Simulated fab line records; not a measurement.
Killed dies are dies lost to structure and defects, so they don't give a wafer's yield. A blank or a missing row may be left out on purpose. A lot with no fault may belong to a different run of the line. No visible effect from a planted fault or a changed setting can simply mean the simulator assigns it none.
2 desks, one fault | flow sky130 | what lay behind the numbers comes last; until then each desk has only its own

AT THE METROLOGY DESK
Lot by lot, what the gauges showed, no matter which tool ran the lot: averages of those sampled wafers that carry a number. If a lot's mean is further than 4 standard deviations from the usual mean, the lot is out of limits and carries the mark OUT (the distance appears in the brackets).
Columns: A = METAL5_ALCU_THK at SKY_METAL5_THK_MEAS_06, usual 1128 nm
lot  | first seen here | A
L550 | day 41 05:19    | 1131
L552 | day 41 07:05    | 1130
L553 | day 41 08:31    | 1141
L556 | day 42 04:20    | 1137
L555 | day 42 06:45    | 1124
L557 | day 42 18:05    | 1116
L558 | day 43 04:02    | 1129
L562 | day 43 18:05    | 1127
L564 | day 44 04:47    | 1118
L570 | day 50 13:10    | 1131
L572 | day 50 15:47    | 1133
L571 | day 50 15:52    | 1129
Finding of this desk: none of the 12 lots has anything out of limits.

THE TOOL OWNER'S DESK: plasmaAsher-03
The tool's own readings at SKY_VT_ADJUST_HVTP_STRIP_10 (strips in O2/N2): means of the sampled wafers that have a number, for each lot that ran on this tool. If a lot's mean is further than 4 standard deviations from the usual mean, the lot is out of limits and carries the mark OUT (the distance appears in the brackets).
Columns: A = drypumpMotorCurrentA at SKY_VT_ADJUST_HVTP_STRIP_10, usual 5.89 A; B = oesProductAu at SKY_VT_ADJUST_HVTP_STRIP_10, usual 0.715 a.u.; C = stripTimeToEndpointS at SKY_VT_ADJUST_HVTP_STRIP_10, usual 14.18 s
lot  | first seen here | A    | B     | C
L550 | day 6 00:10     | 6.05 | 0.717 | 14.23
L556 | day 7 06:25     | 5.95 | 0.714 | 14.20
L557 | day 7 11:04     | 5.94 | 0.711 | 14.18
L558 | day 7 16:26     | 6.05 | 0.719 | 14.20
L562 | day 8 03:53     | 6.05 | 0.718 | 14.23
L570 | day 15 07:52    | 6.05 | 0.717 | 14.17
L571 | day 15 08:16    | 6.04 | 0.716 | 14.23
L572 | day 15 10:10    | 6.05 | 0.719 | 14.20
Finding of this desk: none of the 8 lots has anything out of limits.

TAKEN TOGETHER
At the metrology desk, nothing out of limits was observed.
Nothing out of limits was seen by the tool owner's desk.

WHAT THE SIMULATOR HAD PUT IN
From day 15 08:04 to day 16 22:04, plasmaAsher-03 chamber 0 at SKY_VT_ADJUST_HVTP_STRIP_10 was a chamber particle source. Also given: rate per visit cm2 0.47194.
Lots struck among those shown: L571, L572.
